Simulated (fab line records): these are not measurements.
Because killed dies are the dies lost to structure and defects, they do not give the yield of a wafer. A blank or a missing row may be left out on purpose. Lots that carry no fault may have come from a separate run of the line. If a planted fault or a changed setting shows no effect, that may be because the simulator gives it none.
Split-lot experiment + flow sfq line + 5 lots, 15 wafers read, on a route of 325 steps

THE SPLIT
At SFQ_TRILAYER_I6_VIA_LITHO_COAT_174 (resist thk 62 nm), the setting resist thk nm was moved away from the recipe's 62 nm on 5 of the 15 wafers read, by -3.0% to +2.6%. This setting was run at the recipe's value on the other wafers.

FROM THE SPLIT TO THE READING: what the file shows between them, 3 steps
- SFQ_TRILAYER_I6_VIA_LITHO_EXPOSE_170: exposes mask I6, target cd 700 nm (also split here: dose mj)
- SFQ_TRILAYER_I6_VIA_LITHO_PEB_172: peb time 60 s
- SFQ_TRILAYER_I6_VIA_LITHO_DEVELOP_171: time 60 s

THE READING
etch.depth nm (the simulator's own value, which no gauge read), in nm, at SFQ_TRILAYER_I6_VIA_BARC_OPEN_VIA_ETCH_235 (etches BARC in O2, target depth 125 nm, time 41.7 s). The file does not state a usual value for it. Here, 10 wafers ran the recipe; their average is 61.95 nm with a standard deviation of 0.2 nm.

| wafer  | tool, chamber at the split | resist thk nm as run, nm | against the recipe | etch.depth nm, nm | against lot-mates on the recipe |
|--------|----------------------------|--------------------------|--------------------|-------------------|---------------------------------|
| L076.1 | litho track-03, 0          | 62                       | recipe             | 61.86             | -                               |
| L076.2 | litho track-03, 0          | 62                       | recipe             | 62.15             | -                               |
| L076.3 | litho track-03, 0          | 60.15                    | -3.0%              | 60.16             | -1.84                           |
| L076.5 | litho track-03, 0          | 60.15                    | -3.0%              | 60.22             | -1.78                           |
| L076.6 | litho track-03, 0          | 60.15                    | -3.0%              | 60.26             | -1.74                           |
| L081.2 | litho track-01, 0          | 62                       | recipe             | 62.32             | -                               |
| L081.3 | litho track-01, 0          | 62                       | recipe             | 62.09             | -                               |
| L081.6 | litho track-01, 0          | 62                       | recipe             | 62.05             | -                               |
| L082.2 | litho track-02, 0          | 62                       | recipe             | 62.03             | -                               |
| L082.3 | litho track-02, 0          | 62                       | recipe             | 61.79             | -                               |
| L083.1 | litho track-02, 0          | 62                       | recipe             | 61.68             | -                               |
| L083.3 | litho track-02, 0          | 62                       | recipe             | 61.65             | -                               |
| L084.2 | litho track-02, 0          | 62                       | recipe             | 61.93             | -                               |
| L084.3 | litho track-02, 0          | 63.61                    | +2.6%              | 63.7              | +1.77                           |
| L084.6 | litho track-02, 0          | 63.61                    | +2.6%              | 63.72             | +1.79                           |

FIT RESULTS
A straight line over all 15 wafers: etch.depth nm changes by +0.618 nm for each +1% of resist thk nm; r = +0.98; the points scatter about the line by 0.19 nm.
The same after taking each lot's own level away (the mean of its wafers on the recipe; 15 wafers): +0.632 nm for each +1%; r = +0.99; scatter 0.11 nm.
On that fit, the largest move of resist thk nm shifts the reading by 1.9 nm.
The lots' own levels span 61.665 to 62.153 nm, that is 2.4 times the standard deviation above.
The two slopes agree, so the slope changes little with the lot-to-lot level.
Check: with one of the wafers moved furthest among these (-3.0%) left out of the fit, the line predicts -1.85 nm for it against its lot-mates. Against them it came out at -1.84 nm.

THESE WAFERS: OTHER SPLITS
Note: prior to the reading, these wafers also went through further splits. Each is held against what the fit with the lots' levels taken away leaves over:
| other split on the same wafers                     | wafers away from the commonest value | r with etch.depth nm (lot level and that fit taken away) |
|----------------------------------------------------|--------------------------------------|----------------------------------------------------------|
| SFQ_TRILAYER_M6_DEP_PRE_CLEAN_158 bias v           | 5                                    | -0.03                                                    |
| SFQ_TRILAYER_M6_LITHO_COAT_159 resist thk nm       | 7                                    | -0.16                                                    |
| SFQ_TRILAYER_M6_ETCH_METAL_ETCH_162 pressure mtorr | 10                                   | -0.20                                                    |
| SFQ_TRILAYER_I6_VIA_LITHO_EXPOSE_170 dose mj       | 7                                    | +0.15                                                    |

THE WHOLE CHAIN: every reading that the file lists as answering this split, in the file's order
| step                                       | what it does                                        | reading                                                                                        | change (the file's fit)               | r (the file's) |
|--------------------------------------------|-----------------------------------------------------|------------------------------------------------------------------------------------------------|---------------------------------------|----------------|
| SFQ_TRILAYER_I6_VIA_LITHO_COAT_174         | resist thk 62 nm                                    | BARC_of_TRILAYER_I6_VIA_LITHO_COAT_174.thk nm (the simulator's own value, which no gauge read) | +0.621 nm for each +1% of the setting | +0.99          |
| SFQ_TRILAYER_I6_VIA_BARC_OPEN_VIA_ETCH_235 | etches BARC in O2, target depth 125 nm, time 41.7 s | etch.depth nm (the simulator's own value, which no gauge read)                                 | +0.626 nm for each +1% of the setting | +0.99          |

FILE'S OWN FIT
etch.depth nm changes by +0.626 nm for each +1% of resist thk nm, r = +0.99.
